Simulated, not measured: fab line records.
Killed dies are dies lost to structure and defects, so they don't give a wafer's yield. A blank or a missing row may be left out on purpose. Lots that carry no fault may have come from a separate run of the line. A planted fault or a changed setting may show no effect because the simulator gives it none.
Struck lot and sound lot, side by side -- flow sky130 -- 18 out of 708 route steps
Sound: the wafers L597.1, L597.2, L597.5. Wafers struck: L607.1, L607.4, L607.5. The cause comes at the end.
Order at every step that has rows: each side's tool, ch and its chambers, its first start. Under that, the readings that differ: sound wafers -- struck wafers -- difference of the means -- sigmas: that difference in standard deviations of wafers without a fault.
alike: readings with means less than 2 such deviations apart, plus words and numbers identical on both sides. not compared: withheld readings, readings lacking a value on some wafer, bounds such as >300 that could conceal the same value, and numbers that have no deviation in the record and whose values overlap.
The two part at a step that has a row with sigmas, a row that says differs or no value, or rows on one side only. When numbers do not overlap yet have no deviation, they are printed without sigmas and do not part them. A reading missing from all wafers of one side parts the sides only when that side holds two or more wafers.

first, 4 steps without rows for these wafers: SKY_VT_ADJUST_LVTN_SOFTBAKE_03; SKY_VT_ADJUST_LVTN_EXPOSE_04 (exposes mask NWM COMPLEMENT LESS NATIVE, target cd 840 nm); SKY_VT_ADJUST_LVTN_PEB_05; SKY_VT_ADJUST_LVTN_DEVELOP_06 (develop time 60 s).
SKY_VT_ADJUST_LVTN_OVL_MEAS_07:
  sound: overlay-01 at day 7 09:01; struck: overlay-02 at day 10 04:13
  alike: VT_ADJUST_LVTN_OVL
then, 1 step without rows for these wafers: SKY_VT_ADJUST_LVTN_IMPLANT_08.
SKY_VT_ADJUST_LVTN_STRIP_09: strips in O2/N2.
  sound on plasma-asher-04 ch 0,1, day 7 09:11; struck on plasma-asher-01 ch 0,1, day 10 04:23
  alike: drypump-motor-current-A, n2-flow-sccm, o2-flow-sccm, oes-product-au, strip-time-to-endpoint-s
  not compared: rf-hours-counter-h
SKY_VT_ADJUST_LVTN_TW_MEAS_10:
  sound: film-metro-04 at day 7 09:17; struck: film-metro-04 at day 10 04:29
  alike: VT_ADJUST_LVTN_TW
then, 4 steps without rows for these wafers: SKY_VT_ADJUST_LVTN_DEHYDRATE_11 (time 60 s); SKY_VT_ADJUST_LVTN_HMDS_12 (prime time 61.34 s); SKY_VT_ADJUST_LVTN_COAT_13 (resist thk 1140 nm); SKY_VT_ADJUST_LVTN_SOFTBAKE_14 (time 60 s).
SKY_VT_ADJUST_LVTN_EXPOSE_15: exposes mask HVN STD DERIVED, target cd 600 nm.
  sound on iline-stepper-02 ch 0, day 7 18:54; struck on iline-stepper-02 ch 0, day 10 15:06
reading,sound,struck,difference,sigmas
model.VT_ADJUST_LVTN.overlay-x-nm (nm),0.4067 0.4067 0.4067,184.7 184.7 184.7,+184.3,
  alike: mask, focus-offset-nm, reticle-temp-C
then, 2 steps without rows for these wafers: SKY_VT_ADJUST_LVTN_PEB_16; SKY_VT_ADJUST_LVTN_DEVELOP_17 (develop time 60 s).
SKY_VT_ADJUST_LVTN_OVL_MEAS_18:
  sound: overlay-01 at day 8 05:25; struck: overlay-02 at day 11 01:43
reading,sound,struck,difference,sigmas
VT_ADJUST_LVTN_01_OVL (nm),-0.3 1.6 1.2,182.3 184.6 186.4,+183.6,+99 or more
then, 1 step without rows for these wafers: SKY_VT_ADJUST_LVTN_IMPLANT_19.
-- the record jumps here: 38 days lie between the struck wafers' starts before and after (it left off in module VT_ADJUST_LVTN and takes up again in module PAD_OPEN, whose first step shown is number 708 of the route) --
SKY_PAD_OPEN_PROBE_99:
  sound: prober-02 at day 46 05:20; struck: prober-02 at day 48 18:42
  alike: killed_at_M0_to_M3, killed_at_M4_up, killed-at-contacts, killed-at-front-end, killed-at-other, killed-dies, killed-open, killed-short

## WHERE THEY PART
At SKY_VT_ADJUST_LVTN_OVL_MEAS_18 and nowhere else, as far as this record goes. Later steps at which nothing parts them and some readings are alike: SKY_PAD_OPEN_PROBE_99.

WHY: what the simulator had put in
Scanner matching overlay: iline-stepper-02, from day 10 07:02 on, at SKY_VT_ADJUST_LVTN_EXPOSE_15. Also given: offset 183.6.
